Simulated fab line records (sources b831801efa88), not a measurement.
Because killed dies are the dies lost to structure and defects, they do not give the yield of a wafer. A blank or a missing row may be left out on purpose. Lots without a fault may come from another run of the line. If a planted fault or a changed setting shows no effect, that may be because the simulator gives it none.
Matching of chambers -- flow gf180mcu -- 3 sister chambers for GF_V4_CVD_02 on pecvd-03
The step deposits SiO2 from TEOS, target thk 850 nm, time 94.851 s. 3 wafers are shown with their chamber, then 8 later ones without.

WAFERS WITH THEIR CHAMBER
wafer,chamber,heater_power_w (W)
L077.6,2,608
L085.6,0,429
L093.1,1,532

WAFERS WITH NO CHAMBER GIVEN
wafer,heater_power_w (W)
L093.2,627
L093.4,664
L096.3,657
L096.4,666
L096.6,664
L097.2,647
L097.5,473
L097.6,656

WHICH CHAMBER EACH ONE RAN IN
wafer,from the rows above,in truth
L093.2,can't be placed: 2 or 1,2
L093.4,can't be placed: 2 or 1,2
L096.3,can't be placed: 2 or 1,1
L096.4,can't be placed: 2 or 1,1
L096.6,can't be placed: 2 or 1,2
L097.2,can't be placed: 2 or 1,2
L097.5,can't be placed: 0 or 1 or 2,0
L097.6,can't be placed: 2 or 1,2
0 of 8 placed correctly. Not placeable from these rows: 8 (in 8, the candidates include the true chamber). 0 placed wrongly.
How it was worked out, from the rows above alone: a wafer's distance from a chamber is the root of the sum, over the readings, of the square of ((its reading less the chamber's mean) divided by the reading's scatter). If the next closest chamber is less than 2 further off than the closest, the wafer can't be placed; otherwise it belongs to the closest. For every chamber, the mean is computed from those of its wafers that are shown. The scatter (one wafer shown for each chamber): square how far every hidden wafer sits from the nearest shown wafer, average those squares and take the square root.
